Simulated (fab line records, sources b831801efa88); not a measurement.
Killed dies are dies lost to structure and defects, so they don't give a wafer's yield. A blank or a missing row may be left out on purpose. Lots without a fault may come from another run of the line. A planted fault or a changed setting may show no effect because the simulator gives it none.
A struck lot beside a sound one | flow gf180mcu | 20 steps out of a route of 602
Sound: wafers L359.1, L359.3, L359.4. Struck: wafers L372.2, L372.4, L372.6. The cause comes at the end.
At each step with rows: each side's tool, then ch and its chambers, then its first start. Under that, the readings that differ: sound wafers | struck wafers | difference of the means | sigmas: that difference in standard deviations of wafers without a fault.
alike: readings whose means differ by less than 2 such deviations, and words and numbers that are the same on both sides. not compared: withheld readings, readings that some wafer has no value for, bounds like >300 that may hide the same value, and numbers for which the record gives no deviation and whose values overlap.
The two part at a step that has a row with sigmas, a row that says differs or no value, or rows on one side only. Numbers that don't overlap but have no deviation are shown without sigmas and don't part them. A reading that every wafer of one side lacks parts them only if that side has two wafers or more.

GF_VT_IMPLANT_RTA_45: time 30 s.
  sound on rtp_anneal-02 ch 0, day 8 15:30; struck on rtp_anneal-01 ch 0, day 12 08:49
  reading            | sound          | struck         | difference | sigmas
  lamp_power_pct (%) | 36.7 36.7 36.7 | 31.7 31.7 31.7 | -5.0       | -2
  alike: wafer_temp_C_max
GF_VT_IMPLANT_RS_MEAS_46: measures by four-point-probe.
  sound on film_metro-03, day 8 15:36; struck on film_metro-02, day 12 08:55
  alike: MVSD_RS
GF_VT_IMPLANT_RS_MEAS_47: measures by four-point-probe.
  sound on film_metro-03, day 8 15:43; struck on film_metro-02, day 12 09:02
  alike: NWELL_RS
GF_VT_IMPLANT_RS_MEAS_48: measures by four-point-probe.
  sound on film_metro-03, day 8 15:50; struck on film_metro-02, day 12 09:10
  alike: LVPWELL_RS
GF_VT_IMPLANT_RS_MEAS_49: measures by four-point-probe.
  sound on film_metro-03, day 8 15:58; struck on film_metro-02, day 12 09:17
  alike: MVPSD_RS
then, 4 steps without rows for these wafers: GF_VT_IMPLANT_WET_ETCH_50 (etches SiO2 in dHF, target depth 20 nm, time 400 s); GF_DUAL_GATE_CLEAN_00 (cleans in SC1/SC2, time 150 s); GF_DUAL_GATE_CLEAN_01 (cleans in dHF, time 20 s); GF_DUAL_GATE_OXIDATION_02 (stabilise 600 s, purge 300 s, target thk 10.887 nm).
GF_DUAL_GATE_THK_MEAS_03:
  sound on film_metro-01, day 8 18:07; struck on film_metro-02, day 12 11:25
  alike: DUAL_GATE_OXIDATION_00_THK
then, 2 steps without rows for these wafers: GF_DUAL_GATE_DEHYDRATE_04 (time 60 s); GF_DUAL_GATE_HMDS_05 (prime time 60 s).
GF_DUAL_GATE_COAT_06: resist thk 1000 nm.
  sound on litho_track-01 ch 0, day 9 02:26; struck on litho_track-02, day 12 21:00
  no value came back on the struck wafers for chill_plate_temp_C (C), dispense_pressure_kPa (kPa), spin_speed_rpm (rpm); on the sound wafers chill_plate_temp_C (C) reads 23.03 22.85 23.03
then, 4 steps without rows for these wafers: GF_DUAL_GATE_SOFTBAKE_07 (time 60 s); GF_DUAL_GATE_EXPOSE_08 (exposes mask Dualgate, target cd 700 nm); GF_DUAL_GATE_PEB_09; GF_DUAL_GATE_DEVELOP_10 (develop time 60 s).
GF_DUAL_GATE_OVL_MEAS_11:
  sound on overlay-02, day 9 11:01; struck on overlay-02, day 13 07:00
  reading            | sound        | struck | difference                    | sigmas
  DUAL_GATE_OVL (nm) | 1.7 -0.7 2.1 | - - -  | no value on the struck wafers |
then, 1 step without rows for these wafers: GF_DUAL_GATE_WET_ETCH_12 (etches SiO2 in dHF, target depth 13 nm, time 260 s).
GF_PASSIVATION_PROBE_99:
  the record has rows for the sound wafers here (prober-02, day 30 09:38) and none for the struck ones

WHERE THEY PART
First at GF_VT_IMPLANT_RTA_45; last, within this record, at GF_PASSIVATION_PROBE_99.

WHY: what the simulator had put in
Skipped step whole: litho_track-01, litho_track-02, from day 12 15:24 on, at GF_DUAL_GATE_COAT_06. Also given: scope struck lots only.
